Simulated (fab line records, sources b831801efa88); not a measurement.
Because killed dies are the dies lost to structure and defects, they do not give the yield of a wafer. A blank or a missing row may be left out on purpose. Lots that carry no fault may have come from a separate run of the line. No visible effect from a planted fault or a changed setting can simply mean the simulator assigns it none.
Comparing a struck lot with a sound one	flow sky130	15 steps out of a route of 708
Sound: wafers L188.1, L188.5, L188.6. Struck: wafer L195.2. The cause is named last.
At each step with rows: each side's tool, then ch and its chambers, then its first start. Under that, the readings that differ: sound wafers	struck wafers	difference of the means	sigmas: that difference in standard deviations of wafers without a fault.
alike: words and numbers the same on both sides, and readings whose means are apart by under 2 such deviations; not compared: readings that were withheld, readings missing a value for some wafer, numbers with overlapping values and no deviation given by the record, and bounds like >300 which may hide the same value.
The two part at a step that has a row with sigmas, a row that says differs or no value, or rows on one side only. Non-overlapping numbers with no deviation appear without sigmas and do not part them. Lack of a reading on every wafer of one side parts them only where that side has two or more wafers.

SKY_LI_CONTACT_BOW_MEAS_03:
  sound on filmMetro-03, day 27 17:44; struck on filmMetro-03, day 30 10:26
  alike: LI_CONTACT_BOW
then, 8 steps without rows for these wafers: SKY_LI_CONTACT_DEHYDRATE_04 (time 60 s); SKY_LI_CONTACT_HMDS_05 (prime time 60 s); SKY_LI_CONTACT_COAT_06 (resist thk 60 nm); SKY_LI_CONTACT_COAT_07 (resist thk 450 nm); SKY_LI_CONTACT_SOFTBAKE_08 (time 90 s); SKY_LI_CONTACT_EXPOSE_09 (exposes mask LICM1, target cd 170 nm); SKY_LI_CONTACT_PEB_10; SKY_LI_CONTACT_DEVELOP_11 (develop time 60 s).
SKY_LI_CONTACT_CD_MEAS_12: target cd 170 nm.
  sound on cdSem-02, day 28 23:07; struck on cdSem-02, day 31 13:56
reading	sound	struck	difference	sigmas
cdNm (nm)	168.5 168.8 169.2	172.4	+3.6	+2
SKY_LI_CONTACT_OVL_MEAS_13:
  sound on overlay-02, day 28 23:14; struck on overlay-01, day 31 14:02
reading	sound	struck	difference	sigmas
LI_CONTACT_OVL (nm)	0 4 3	-17	-19	-4
SKY_LI_CONTACT_ETCH_14: etches BARC in N2/H2, stops on SiO2, time 45.9 s, target depth 60 nm.
  sound on rieDiel-04 ch 1,2, day 28 23:16; struck on rieDiel-04 ch 0, day 31 14:04
  alike: chamberPressureMTorr, drypumpMotorCurrentA, oesProductAu, throttleValvePct
  not compared: rfHoursCounterH
SKY_LI_CONTACT_ETCH_15: etches PSG in C4F8/O2/Ar, stops on Si, target depth 600 nm.
  sound on rieDiel-04 ch 1,2, day 28 23:19; struck on rieDiel-04 ch 0, day 31 14:06
reading	sound	struck	difference	sigmas
chamberPressureMTorr (mTorr)	39.99 39.91 39.98	40.04	+0.08	+2
model.KrF-thick_of_LI_CONTACT_COAT_07.thkNm (nm)	230.8 229.3 237.6	269.6	+37.0	
  alike: oesProductAu
SKY_LI_CONTACT_STRIP_16: strips in O2/N2.
  sound on plasmaAsher-03 ch 0,1, day 28 23:24; struck on plasmaAsher-02 ch 1, day 31 14:11
reading	sound	struck	difference	sigmas
oesProductAu (a.u.)	0.380 0.377 0.379	0.392	+0.013	+3
stripTimeToEndpointS (s)	3.50 3.46 3.57	3.91	+0.40	+7
  alike: chamberPressureMTorr, drypumpMotorCurrentA
  not compared: rfHoursCounterH
then, 1 step without rows for these wafers: SKY_LI_CONTACT_CLEAN_17 (cleans in NMP, time 600 s).

WHERE THEY PART
Last at SKY_LI_CONTACT_STRIP_16 as far as this record goes, first at SKY_LI_CONTACT_CD_MEAS_12.

WHY: whatever the simulator had introduced
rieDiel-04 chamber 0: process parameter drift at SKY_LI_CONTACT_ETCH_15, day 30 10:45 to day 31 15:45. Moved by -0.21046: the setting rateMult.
